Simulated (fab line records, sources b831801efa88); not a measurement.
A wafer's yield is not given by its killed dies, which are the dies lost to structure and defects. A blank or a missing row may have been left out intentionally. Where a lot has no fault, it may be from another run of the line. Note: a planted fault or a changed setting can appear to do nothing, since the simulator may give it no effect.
fab line records	flow sky130
[record] lots = 12	wafers = 36	last_day = 50
route steps=708 shown FIELD_ISO@18 METAL3@536 VIA3@575 CAP2M@617 PAD_OPEN@708
lots with no fault: from the same line, run without faults
start_h: the number of hours between the record's first day and the start of the first shown wafer of the lot	wait_h: time in hours since the lot's previous step	" identical to the entry in the row above	L1.1+2: several wafers, shown together as one row	- value missing, or start not given	* or withheld: withheld	< > ~ a bound
route shown NAME@n: names a module that has steps shown in the file, with the first one's number in the route	usual: mean and standard deviation over wafers with no fault	same: alike in all rows	chamber/n: place in a boat	sites: per-site readings	_std_site: standard deviation across them	_edge_site: the outer-site mean with the inner-site mean subtracted	radius_mm: for every site, how far away it sits from the centre of the wafer	mask NAME#n: copy n	behind: the tool/chamber that last shaped the wafer	hold: why the lot was held/for how many hours/how that ended	device: the n, p or np transistor that did not switch	end of line: at the end of the route, the tests of the same wafers	a step without rows: its recipe alone	killed: dies that structure and defects cost at the first sort, which is not the same as the wafer's yield	map: a wafer's dies, x killed, . not, _ none there
set.NAME: the run value of the setting; set.NAME@STEP: its run value at that earlier step	model.NAME: the simulator's own value behind a step, which no gauge read
a sample of lots followed through the steps of the route, with each step as a table and each wafer as a row
services: when a tool's chamber went out of use (start_h, in hours from the record's first day, below 0 if earlier), for how many hours, and the reason
[[steps]]
[step SKY_FIELD_ISO_ETCH_17]
[recipe] target_depth_a = 3420	mask_material = Si3N4	chemistry = HBr/Cl2/O2	target = Si	taper_deg = 5	icp_w = 600	bias_w = 150	pressure_mtorr = 15	HBr_flow_sccm = 150	Cl2_flow_sccm = 40	O2_flow_sccm = 6	time_s = 97.7
[usual] bias_w = 149.9/0.48	drypump_motor_current_A = 5.6/0.53	oes_product_au = 1.005/0.0092	throttle_valve_pct = 25.652/0.012
[same] time_s = 97.7
lot.wafer	tool	chamber	start_h	wait_h	bias_w	drypump_motor_current_A	oes_product_au	rf_hours_counter_h	throttle_valve_pct
L963.1	rie_si-02	3	29.18	0.1	150.3	6.3	1.030	148	25.642
L963.4	"	1	"	"	150.4	5.2	0.999	60	25.660
L963.5	"	0	"	"	150.5	6.0	1.013	-	25.658
L964.4	rie_si-02	0	33.35	0.0	150.0	6.0	1.008	1	25.648
L964.5	"	0	"	"	150.1	6.1	1.009	-	25.651
L964.6	"	1	"	"	149.7	5.2	1.004	-	25.662
L967.1	rie_si-01	0	49.16	0.1	150.0	5.3	1.004	96	25.667
L967.2	"	1	"	"	149.5	5.3	0.980	117	25.672
L967.6	"	3	"	"	149.4	6.2	0.997	-	25.665
L968.1	rie_si-02	1	55.88	0.1	150.3	5.2	1.001	60	25.655
L968.3	"	3	"	"	149.6	6.3	1.008	148	25.641
L968.6	"	3	"	"	149.5	6.3	1.022	-	25.655
L969.1	rie_si-02	1	63.11	0.1	150.6	5.2	1.007	60	25.655
L969.3	"	2	"	"	149.3	4.9	1.001	82	25.648
L969.4	"	3	"	"	149.0	6.3	1.023	149	25.647
L971.1	rie_si-01	2	71.03	0.1	150.8	6.0	1.001	132	25.651
L971.2	"	0	"	"	149.7	5.3	1.004	97	25.658
L971.3	"	3	"	"	149.6	6.2	0.999	98	25.656
L972.1	rie_si-02	1	76.93	0.1	149.9	5.2	1.002	60	25.658
L972.3	"	0	"	"	150.2	6.0	1.004	2	25.647
L972.6	"	3	"	"	150.3	6.3	1.013	-	25.653
L979.1	rie_si-01	1	111.68	0.1	149.6	5.3	1.008	118	25.657
L979.2	"	3	"	"	150.1	6.2	1.009	99	25.657
L979.5	"	2	"	"	149.8	6.0	1.008	-	25.658
L982.2	rie_si-02	3	156.31	0.1	149.1	6.3	1.022	0	25.638
L982.4	"	1	"	"	150.5	5.2	1.000	61	25.649
L982.6	"	0	"	"	148.8	6.0	1.016	-	25.637
L985.1	rie_si-01	3	157.46	0.1	150.0	6.2	1.012	99	25.646
L985.2	"	0	"	"	150.3	5.3	1.019	97	25.669
L985.5	"	3	"	"	149.3	6.3	1.008	-	25.652
L986.1	rie_si-02	0	157.46	0.1	149.6	6.1	0.994	2	25.644
L986.5	"	3	"	"	149.9	6.3	1.011	-	25.658
L986.6	"	0	"	"	150.8	6.1	1.001	-	25.640
L984.1	rie_si-02	1	157.63	0.1	150.2	5.2	0.981	61	25.656
L984.3	"	3	"	"	150.1	6.3	1.008	1	25.647
L984.5	"	1	"	"	150.5	5.2	0.990	-	25.671
[step SKY_METAL3_SPUTTER_04]
[recipe] material = TiN	target_thk_nm = 70	power_w = 6500	time_s = 58.3	chamber_pressure_pa = 0.4
[usual] cathode_dc_power_W = 6500.2/1.2	throttle_valve_pct = 30.2/1.1
[same] time_s = 58.3
lot.wafer	tool	chamber	start_h	wait_h	cathode_dc_power_W	throttle_valve_pct
L963.1	pvd_sputter-01	-	837.85	0.0	6499.1	30.0
L963.4	"	-	"	"	6500.8	31.3
L963.5	"	-	"	"	6502.3	30.6
L964.4	pvd_sputter-02	-	840.10	0.0	6501.7	28.1
L964.5	"	-	"	"	6499.9	29.7
L964.6	"	-	"	"	6501.5	29.8
L967.1	pvd_sputter-03	-	866.16	0.0	6499.9	29.0
L967.2	"	-	"	"	6500.8	29.5
L967.6	"	-	"	"	6501.7	31.9
L968.1	pvd_sputter-01	-	887.97	0.0	6498.8	31.2
L968.3	"	-	"	"	6498.7	29.8
L968.6	"	-	"	"	6499.5	30.2
L969.1	pvd_sputter-02	-	892.35	0.0	6498.5	28.3
L969.3	"	-	"	"	6500.3	31.3
L969.4	"	-	"	"	6501.6	29.8
L971.1	pvd_sputter-03	-	906.19	0.0	6500.2	29.3
L971.2	"	-	"	"	6499.9	28.7
L971.3	"	-	"	"	6498.7	31.1
L972.1	pvd_sputter-03	-	910.34	0.0	6501.2	29.8
L972.3	"	-	"	"	6499.4	32.1
L972.6	"	-	"	"	6498.8	29.8
L979.1	pvd_sputter-02	-	963.19	0.0	6501.2	30.0
L979.2	"	-	"	"	6499.5	28.0
L979.5	"	-	"	"	6502.4	30.1
L982.2	pvd_sputter-01	-	1021.09	0.0	6499.5	30.8
L982.4	"	-	"	"	6497.9	29.9
L982.6	"	-	"	"	6498.9	29.8
L986.1	pvd_sputter-03	-	1021.69	0.0	6499.1	29.8
L986.5	"	-	"	"	6499.9	31.1
L986.6	"	-	"	"	6501.2	29.7
L985.1	pvd_sputter-02	-	1023.84	0.0	6502.0	29.8
L985.2	"	-	"	"	6499.3	31.0
L985.5	"	-	"	"	6499.5	29.8
L984.1	pvd_sputter-03	-	1026.09	0.0	6500.5	29.5
L984.3	"	-	"	"	6500.1	32.2
L984.5	"	-	"	"	6498.4	28.9
[step SKY_VIA3_CMP_02]
[recipe] material = SiO2	down_force_psi = 4	platen_rpm = 60	pad_velocity_m_s = 0.94248
[usual] motor_current_A = 12.4/1.3	retaining_ring_pressure_frac = 1.000/0.0049
lot.wafer	tool	chamber	start_h	wait_h	motor_current_A	retaining_ring_pressure_frac
L963.1	cmp-02	1	891.65	0.1	10.2	0.999
L963.4	"	0	"	"	11.6	1.005
L963.5	"	1	"	"	10.2	1.003
L964.4	cmp-02	1	894.55	0.1	11.2	1.000
L964.5	"	0	"	"	10.7	1.006
L964.6	"	1	"	"	11.4	0.997
L967.1	cmp-02	2	918.87	0.3	14.4	0.999
L967.2	"	3	"	"	12.2	0.999
L967.6	"	3	"	"	12.1	1.008
L968.1	cmp-02	2	939.82	0.1	15.1	1.007
L968.3	"	3	"	"	12.4	1.003
L968.6	"	3	"	"	12.8	1.001
L969.3	cmp-01	1	944.89	0.4	12.7	1.001
L969.1	"	3	"	"	11.5	0.991
L969.4	"	0	"	"	13.2	1.002
L971.3	cmp-01	2	957.11	0.1	12.2	1.000
L971.2	"	3	"	"	12.0	0.999
L971.1	"	0	"	"	14.5	0.996
L972.3	cmp-02	1	963.34	0.1	10.9	1.005
L972.1	"	2	"	"	14.1	0.996
L972.6	"	0	"	"	11.7	0.995
L979.2	cmp-01	3	1013.40	0.3	12.0	1.005
L979.1	"	0	"	"	13.9	1.001
L979.5	"	2	"	"	11.1	0.993
L982.2	cmp-02	0	1067.19	0.0	11.1	1.010
L982.4	"	1	"	"	11.3	0.994
L982.6	"	0	"	"	11.6	1.001
L986.1	cmp-01	2	1067.81	0.1	11.2	1.002
L986.6	"	1	"	"	12.6	0.997
L986.5	"	2	"	"	12.2	1.011
L985.2	cmp-01	0	1069.92	0.1	13.9	1.002
L985.1	"	1	"	"	12.4	0.993
L985.5	"	0	"	"	14.2	0.992
L984.1	cmp-02	0	1071.79	0.4	11.5	0.992
L984.3	"	2	"	"	15.7	1.000
L984.5	"	0	"	"	11.3	0.998
[step SKY_CAP2M_STRIP_14]
[recipe] chemistry = O2/N2	power_w = 1400	pressure_mtorr = 1500	platen_temp_c = withheld	o2_flow_sccm = 3000	n2_flow_sccm = 300	overash_fraction = 0.5
[usual] drypump_motor_current_A = 5.6/0.39	oes_product_au = 0.710/0.005	strip_time_to_endpoint_s = 12.65/0.045
lot.wafer	tool	chamber	start_h	wait_h	drypump_motor_current_A	oes_product_au	rf_hours_counter_h	strip_time_to_endpoint_s
L963.1	plasma_asher-03	0	944.25	0.1	5.1	0.709	52	12.69
L963.4	"	1	"	"	5.7	0.706	-	12.69
L963.5	"	0	"	"	5.1	0.705	-	12.62
L964.4	plasma_asher-03	0	946.86	0.1	5.1	0.700	-	12.64
L964.5	"	1	"	"	5.7	0.713	-	12.64
L964.6	"	0	"	"	5.0	0.717	-	12.65
L967.1	plasma_asher-04	1	970.69	0.1	5.8	0.708	17	12.70
L967.2	"	0	"	"	6.0	0.704	17	12.59
L967.6	"	1	"	"	5.8	0.709	-	12.62
L968.1	plasma_asher-04	1	990.18	0.1	5.8	0.711	19	12.63
L968.3	"	1	"	"	5.8	0.704	-	12.67
L968.6	"	0	"	"	6.0	0.709	-	12.61
L969.1	plasma_asher-04	1	995.13	0.1	5.8	0.703	20	12.68
L969.3	"	0	"	"	6.0	0.709	-	12.70
L969.4	"	1	"	"	5.7	0.712	-	12.65
L971.1	plasma_asher-01	1	1006.43	0.1	5.8	0.709	89	12.64
L971.2	"	0	"	"	5.0	0.711	89	12.67
L971.3	"	1	"	"	5.8	0.715	-	12.61
L972.1	plasma_asher-01	1	1012.63	0.1	5.8	0.707	90	12.64
L972.3	"	0	"	"	4.9	0.711	-	12.63
L972.6	"	0	"	"	4.9	0.707	-	12.57
L979.1	plasma_asher-03	1	1060.84	0.1	5.8	0.716	65	12.70
L979.2	"	0	"	"	5.1	0.716	65	12.65
L979.5	"	0	"	"	5.1	0.706	-	12.59
L982.2	plasma_asher-03	0	1109.40	0.1	5.1	0.710	71	12.61
L982.4	"	0	"	"	5.0	0.703	-	12.68
L982.6	"	0	"	"	5.1	0.712	-	12.66
L986.1	plasma_asher-03	0	1110.74	0.1	5.1	0.710	71	12.66
L986.5	"	0	"	"	5.0	0.712	-	12.60
L986.6	"	1	"	"	5.7	0.717	-	12.67
L985.1	plasma_asher-04	1	1113.07	0.1	5.8	0.709	34	12.67
L985.2	"	0	"	"	6.0	0.707	34	12.68
L985.5	"	1	"	"	5.8	0.711	-	12.67
L984.1	plasma_asher-03	1	1114.15	0.1	5.7	0.713	72	12.67
L984.3	"	1	"	"	5.7	0.713	-	12.67
L984.5	"	1	"	"	5.7	0.709	-	12.70
[step SKY_PAD_OPEN_PROBE_99]
[usual] killed_at_M0_to_M3 = 43/7.3	killed_at_M4_up = 3.0/2	killed_at_contacts = 24/5.2	killed_at_front_end = 15/4.4	killed_at_other = 0.2/0.48	killed_dies = 86/9.1	killed_open = 47/7.3	killed_short = 38/6.4
[same] gross_dies = 492	killed_at_back_side = 0
lot.wafer	tool	chamber	start_h	wait_h	hold	killed_at_M0_to_M3	killed_at_M4_up	killed_at_contacts	killed_at_front_end	killed_at_other	killed_dies	killed_open	killed_short
L963.1	prober-02	-	1066.11	0.1	-	31	7	24	11	0	73	41	31
L963.4	prober-02	-	1066.26	0.2	-	40	4	30	22	0	96	55	40
L963.5	prober-02	-	1066.31	0.2	-	39	3	27	14	0	83	43	39
L964.4	prober-01	-	1068.74	0.2	-	36	9	27	13	0	85	46	39
L964.5	prober-01	-	1068.79	0.2	-	56	2	21	13	0	92	40	52
L964.6	prober-01	-	1068.84	0.2	-	28	4	26	9	0	67	42	25
L967.1	prober-02	-	1090.54	0.1	-	44	3	33	9	0	89	48	41
L967.2	prober-02	-	1090.59	0.1	-	38	5	26	16	0	85	49	36
L967.6	prober-02	-	1090.79	0.2	-	55	6	30	16	0	107	60	47
L968.1	prober-01	-	1105.25	0.1	-	46	2	16	19	0	83	51	32
L968.3	prober-01	-	1105.35	0.2	-	40	6	23	24	0	93	39	54
L968.6	prober-01	-	1105.50	0.2	-	45	3	20	22	0	90	46	44
L969.1	prober-02	-	1108.86	0.1	-	33	4	28	13	0	78	41	37
L969.3	prober-02	-	1108.96	0.2	-	37	2	25	16	0	80	43	37
L969.4	prober-02	-	1109.01	0.2	-	38	3	24	13	1	79	42	37
L971.1	prober-02	-	1117.46	0.1	-	40	1	25	13	0	79	38	41
L971.2	prober-02	-	1117.51	0.1	-	40	2	26	13	0	81	46	35
L971.3	prober-02	-	1117.56	0.2	-	29	6	28	16	1	80	43	37
L972.1	prober-01	-	1123.57	0.1	await_dispo/3.6h/release	44	1	25	67	1	138	48	39
L972.3	prober-01	-	1123.67	0.2	await_dispo/3.6h/release	42	1	20	18	0	81	41	39
L972.6	prober-01	-	1123.82	0.2	await_dispo/3.6h/release	46	2	25	21	0	94	45	49
L979.1	prober-02	-	1164.09	0.1	-	39	1	22	18	0	80	43	35
L979.2	prober-02	-	1164.14	0.1	-	28	3	26	15	0	72	32	39
L979.5	prober-02	-	1164.29	0.2	-	45	6	22	24	0	97	47	50
L982.2	prober-01	-	1203.86	0.1	-	37	0	34	6	0	77	41	36
L982.4	prober-01	-	1203.96	0.2	-	41	3	17	10	1	72	32	40
L982.6	prober-01	-	1204.06	0.2	-	50	3	37	14	0	104	49	55
L986.1	prober-02	-	1205.31	0.1	-	45	1	17	11	0	74	43	31
L986.5	prober-02	-	1205.51	0.2	-	43	2	18	19	0	82	40	42
L986.6	prober-02	-	1205.56	0.2	-	30	1	19	14	1	65	33	31
L985.1	prober-02	-	1206.81	0.1	-	43	2	26	15	0	86	53	33
L985.2	prober-02	-	1206.86	0.1	-	47	6	20	10	0	83	47	36
L985.5	prober-02	-	1207.01	0.2	-	38	0	23	16	0	77	39	37
L984.1	prober-01	-	1207.68	0.1	-	42	5	26	11	0	84	47	37
L984.3	prober-01	-	1207.78	0.2	-	46	4	30	23	0	103	62	41
L984.5	prober-01	-	1207.88	0.2	-	47	3	26	12	0	88	37	50
// killed by level:class
L963.1 LI_CONTACT:geometric_particle:open=12 VIA1:geometric_particle:open=7 CONTACT:geometric_particle:open=5 METAL1:geometric_particle:short=4 VIA1:geometric_particle:short=4 CONTACT:geometric_particle:short=4 METAL2:geometric_particle:short=4 METAL4:geometric_particle:short=4
L963.4 VIA1:geometric_particle:open=12 CONTACT:geometric_particle:open=11 VIA2:geometric_particle:open=9 METAL2:geometric_particle:short=7 FIELD_ISO:geometric_particle:open=6 FIELD_ISO:geometric_particle:short=6 LI_CONTACT:geometric_particle:open=6 LOCAL_INTERCONNECT:geometric_particle:short=6
L963.5 CONTACT:geometric_particle:open=11 VIA1:geometric_particle:open=8 FIELD_ISO:geometric_particle:short=6 LI_CONTACT:geometric_particle:open=6 LI_CONTACT:geometric_particle:short=5 VIA3:geometric_particle:open=5 VIA1:geometric_particle:short=5 VIA3:geometric_particle:short=5
L964.4 CONTACT:geometric_particle:open=9 VIA3:geometric_particle:open=9 VIA2:geometric_particle:open=7 METAL4:geometric_particle:short=7 LI_CONTACT:geometric_particle:open=5 LOCAL_INTERCONNECT:geometric_particle:short=5 VIA1:geometric_particle:short=5 FIELD_ISO:geometric_particle:open=4
L964.5 VIA1:geometric_particle:open=10 VIA1:geometric_particle:short=8 FIELD_ISO:geometric_particle:short=7 METAL1:geometric_particle:short=7 METAL2:geometric_particle:short=7 VIA2:geometric_particle:open=7 VIA3:geometric_particle:open=7 CONTACT:geometric_particle:short=6
L964.6 CONTACT:geometric_particle:open=9 LI_CONTACT:geometric_particle:open=6 VIA1:geometric_particle:open=5 METAL2:geometric_particle:short=5 VIA3:geometric_particle:open=5 CONTACT:geometric_particle:short=4 VIA2:geometric_particle:open=4 FIELD_ISO:geometric_particle:open=3
L967.1 CONTACT:geometric_particle:open=13 VIA2:geometric_particle:open=8 METAL1:geometric_particle:short=7 VIA1:geometric_particle:open=7 CONTACT:geometric_particle:short=6 LI_CONTACT:geometric_particle:open=5 LOCAL_INTERCONNECT:geometric_particle:short=5 FIELD_ISO:geometric_particle:open=4
L967.2 CONTACT:geometric_particle:open=11 VIA1:geometric_particle:open=11 METAL1:geometric_particle:short=10 CONTACT:geometric_particle:short=7 VIA3:geometric_particle:open=5 FIELD_ISO:geometric_particle:open=4 POLY_GATE:geometric_particle:open=4 LI_CONTACT:geometric_particle:open=4
L967.6 VIA1:geometric_particle:open=15 CONTACT:geometric_particle:open=14 VIA2:geometric_particle:open=9 METAL1:geometric_particle:short=6 FIELD_ISO:geometric_particle:short=5 LI_CONTACT:geometric_particle:open=5 CONTACT:geometric_particle:short=5 VIA1:geometric_particle:short=5
L968.1 VIA1:geometric_particle:open=15 VIA3:geometric_particle:open=12 CONTACT:geometric_particle:open=6 VIA2:geometric_particle:open=6 POLY_GATE:geometric_particle:short=5 SPACER:geometric_particle:open=5 LOCAL_INTERCONNECT:geometric_particle:short=4 VIA1:geometric_particle:short=4
L968.3 CONTACT:geometric_particle:open=7 METAL1:geometric_particle:short=7 FIELD_ISO:geometric_particle:short=6 POLY_GATE:geometric_particle:short=6 LI_CONTACT:geometric_particle:open=6 LOCAL_INTERCONNECT:geometric_particle:short=6 METAL2:geometric_particle:short=6 POLY_GATE:geometric_particle:open=5
L968.6 VIA1:geometric_particle:open=11 LI_CONTACT:geometric_particle:open=8 VIA3:geometric_particle:open=7 FIELD_ISO:geometric_particle:open=6 FIELD_ISO:geometric_particle:short=6 CONTACT:geometric_particle:short=6 METAL1:geometric_particle:short=6 METAL2:geometric_particle:short=6
L969.1 CONTACT:geometric_particle:open=9 VIA2:geometric_particle:open=9 VIA1:geometric_particle:open=8 LI_CONTACT:geometric_particle:open=8 METAL2:geometric_particle:short=7 CONTACT:geometric_particle:short=6 FIELD_ISO:geometric_particle:open=4 POLY_GATE:geometric_particle:short=4
L969.3 LI_CONTACT:geometric_particle:open=10 POLY_GATE:geometric_particle:short=7 CONTACT:geometric_particle:open=7 METAL1:geometric_particle:short=7 VIA2:geometric_particle:open=7 VIA1:geometric_particle:short=5 VIA1:geometric_particle:open=5 VIA3:geometric_particle:short=4
L969.4 CONTACT:geometric_particle:open=12 VIA1:geometric_particle:open=6 FIELD_ISO:geometric_particle:open=5 LI_CONTACT:geometric_particle:open=5 METAL1:geometric_particle:short=5 METAL2:geometric_particle:short=5 VIA3:geometric_particle:open=5 LOCAL_INTERCONNECT:geometric_particle:short=3
L971.1 VIA3:geometric_particle:open=8 METAL2:geometric_particle:short=7 LI_CONTACT:geometric_particle:short=6 LI_CONTACT:geometric_particle:open=6 METAL1:geometric_particle:short=6 VIA1:geometric_particle:open=5 POLY_GATE:geometric_particle:short=4 LOCAL_INTERCONNECT:geometric_particle:short=4
L971.2 CONTACT:geometric_particle:open=9 VIA1:geometric_particle:open=9 LI_CONTACT:geometric_particle:open=8 METAL2:geometric_particle:short=6 VIA3:geometric_particle:open=6 VIA2:geometric_particle:open=6 METAL1:geometric_particle:short=4 SPACER:geometric_particle:short=4
L971.3 LI_CONTACT:geometric_particle:open=10 CONTACT:geometric_particle:open=8 METAL1:geometric_particle:short=6 POLY_GATE:geometric_particle:open=5 CONTACT:geometric_particle:short=5 METAL2:geometric_particle:short=5 VIA1:geometric_particle:open=4 VIA2:geometric_particle:open=4
L972.1 FIELD_ISO:unspecified=51 VIA1:geometric_particle:open=14 CONTACT:geometric_particle:open=8 CONTACT:geometric_particle:short=7 VIA2:geometric_particle:short=6 LI_CONTACT:geometric_particle:open=5 VIA2:geometric_particle:open=5 VIA3:geometric_particle:open=5
L972.3 METAL2:geometric_particle:short=11 VIA1:geometric_particle:open=9 CONTACT:geometric_particle:open=8 FIELD_ISO:geometric_particle:open=6 FIELD_ISO:geometric_particle:short=5 VIA2:geometric_particle:open=5 LOCAL_INTERCONNECT:geometric_particle:short=4 VIA3:geometric_particle:short=4
L972.6 CONTACT:geometric_particle:open=13 VIA1:geometric_particle:open=8 VIA1:geometric_particle:short=8 VIA2:geometric_particle:short=6 VIA3:geometric_particle:open=6 FIELD_ISO:geometric_particle:short=5 POLY_GATE:geometric_particle:short=5 METAL1:geometric_particle:short=5
L979.1 METAL2:geometric_particle:short=11 CONTACT:geometric_particle:open=10 VIA1:geometric_particle:open=8 VIA2:geometric_particle:open=7 FIELD_ISO:geometric_particle:short=5 VIA3:geometric_particle:open=5 LI_CONTACT:geometric_particle:open=4 FIELD_ISO:geometric_particle:open=3
L979.2 CONTACT:geometric_particle:open=11 METAL1:geometric_particle:short=7 FIELD_ISO:geometric_particle:short=5 POLY_GATE:geometric_particle:short=5 LI_CONTACT:geometric_particle:open=5 VIA3:geometric_particle:short=5 LI_CONTACT:geometric_particle:short=4 VIA1:geometric_particle:open=4
L979.5 VIA3:geometric_particle:open=14 CONTACT:geometric_particle:open=10 FIELD_ISO:geometric_particle:short=9 METAL2:geometric_particle:short=8 POLY_GATE:geometric_particle:short=7 METAL1:geometric_particle:short=6 POLY_GATE:geometric_particle:open=5 VIA1:geometric_particle:open=5
L982.2 VIA1:geometric_particle:open=10 LI_CONTACT:geometric_particle:open=9 CONTACT:geometric_particle:short=9 CONTACT:geometric_particle:open=8 VIA3:geometric_particle:open=6 LI_CONTACT:geometric_particle:short=5 METAL1:geometric_particle:short=4 VIA1:geometric_particle:short=4
L982.4 VIA3:geometric_particle:open=10 LI_CONTACT:geometric_particle:open=9 METAL1:geometric_particle:short=7 VIA1:geometric_particle:short=7 VIA2:geometric_particle:open=4 FIELD_ISO:geometric_particle:short=3 CONTACT:geometric_particle:open=3 VIA1:geometric_particle:open=3
L982.6 LI_CONTACT:geometric_particle:open=9 CONTACT:geometric_particle:short=9 VIA1:geometric_particle:open=8 CONTACT:geometric_particle:open=8 LI_CONTACT:geometric_particle:short=7 VIA1:geometric_particle:short=7 METAL1:geometric_particle:short=7 METAL2:geometric_particle:short=7
L986.1 VIA1:geometric_particle:open=10 VIA3:geometric_particle:open=8 CONTACT:geometric_particle:open=8 VIA2:geometric_particle:open=7 METAL2:geometric_particle:short=6 VIA2:geometric_particle:short=5 FIELD_ISO:geometric_particle:short=4 LI_CONTACT:geometric_particle:open=4
L986.5 VIA1:geometric_particle:open=12 FIELD_ISO:geometric_particle:short=10 VIA2:geometric_particle:open=6 METAL2:geometric_particle:short=6 LI_CONTACT:geometric_particle:open=5 CONTACT:geometric_particle:short=5 VIA3:geometric_particle:open=5 VIA3:geometric_particle:short=4
L986.6 LI_CONTACT:geometric_particle:open=7 VIA1:geometric_particle:open=7 METAL1:geometric_particle:short=6 VIA2:geometric_particle:open=5 CONTACT:geometric_particle:open=4 FIELD_ISO:geometric_particle:open=3 POLY_GATE:geometric_particle:open=3 LI_CONTACT:geometric_particle:short=3
L985.1 LI_CONTACT:geometric_particle:open=11 VIA3:geometric_particle:open=10 METAL2:geometric_particle:short=9 VIA1:geometric_particle:open=7 FIELD_ISO:geometric_particle:open=6 CONTACT:geometric_particle:open=6 CONTACT:geometric_particle:short=5 VIA1:geometric_particle:short=4
L985.2 VIA1:geometric_particle:open=13 METAL2:geometric_particle:short=10 LI_CONTACT:geometric_particle:open=6 CONTACT:geometric_particle:open=6 METAL2:geometric_particle:open=4 VIA3:geometric_particle:open=4 FIELD_ISO:geometric_particle:short=3 POLY_GATE:geometric_particle:open=3
L985.5 VIA1:geometric_particle:open=10 METAL2:geometric_particle:short=8 FIELD_ISO:geometric_particle:open=7 CONTACT:geometric_particle:open=7 CONTACT:geometric_particle:short=5 LI_CONTACT:geometric_particle:open=4 METAL1:geometric_particle:short=4 VIA2:geometric_particle:open=4
L984.1 VIA1:geometric_particle:open=11 CONTACT:geometric_particle:open=10 VIA2:geometric_particle:open=7 LOCAL_INTERCONNECT:geometric_particle:short=6 LI_CONTACT:geometric_particle:open=5 VIA1:geometric_particle:short=5 FIELD_ISO:geometric_particle:short=4 FIELD_ISO:geometric_particle:open=4
L984.3 CONTACT:geometric_particle:open=10 LI_CONTACT:geometric_particle:open=9 VIA3:geometric_particle:open=9 VIA1:geometric_particle:open=7 POLY_GATE:geometric_particle:short=6 CONTACT:geometric_particle:short=6 VIA2:geometric_particle:open=6 FIELD_ISO:geometric_particle:open=5
L984.5 VIA1:geometric_particle:short=9 VIA3:geometric_particle:open=9 CONTACT:geometric_particle:open=8 LI_CONTACT:geometric_particle:short=6 LOCAL_INTERCONNECT:geometric_particle:short=6 VIA1:geometric_particle:open=6 VIA2:geometric_particle:open=6 FIELD_ISO:geometric_particle:short=5
[[services]]
tool	chamber	start_h	hours	kind
cmp-02	-	19.48	1.4	repair
cmp-02	-	28.78	0.5	repair
cmp-02	-	64.00	4.0	pm
rie_si-02	-	99.80	2.8	pm
rie_si-02	1	133.76	3.0	repair
cmp-02	-	134.34	0.9	repair
cmp-02	-	150.32	4.7	pm
rie_si-02	1	207.47	10.8	repair
cmp-02	-	227.63	1.6	repair
cmp-02	-	282.49	4.2	pm
cmp-02	-	324.97	3.8	repair
cmp-02	-	396.01	0.6	repair
cmp-02	-	404.00	4.0	pm
cmp-02	-	416.26	4.9	repair
rie_si-02	-	472.48	14.6	pm
rie_si-02	3	546.46	5.6	repair
rie_si-02	1	563.25	6.6	repair
rie_si-02	-	572.60	0.3	repair
rie_si-02	-	590.47	1.6	repair
rie_si-02	1	632.70	3.5	repair
rie_si-02	-	659.75	4.3	pm
rie_si-02	3	855.54	1.5	repair
rie_si-02	3	1036.81	1.9	repair
rie_si-02	1	1102.08	1.0	repair
[[key]]
[first_sign] step = SKY_PAD_OPEN_PROBE_99	reading = killed_at_front_end	direction = up	sigmas = 12	usual = 15	struck = 67
[effect] step = SKY_PAD_OPEN_PROBE_99	reading = killed_dies	direction = up	sigmas = 5.7	usual = 86	struck = 138
met_at SKY_FIELD_ISO_ETCH_17
struck_lots L972
struck_wafers L972.1
tester_left_out L972
not_acting_at SKY_METAL3_SPUTTER_04,SKY_VIA3_CMP_02,SKY_CAP2M_STRIP_14
onset_between 63.11 76.93
[fault] kind = chamber_particle_source	tool = rie_si-02	chamber = 1	onset_h = 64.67	steps = SKY_FIELD_ISO_ETCH_17	rate_per_visit_cm2 = 1.0294	end_h = 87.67
// tester_left_out: of these lots the tester's yield and bins aren't shown, on N5 and GAA mostly nor the transistor test; their killed dies are dies lost to structure and defects alone, not to doping, threshold or leakage, so they don't give the yield
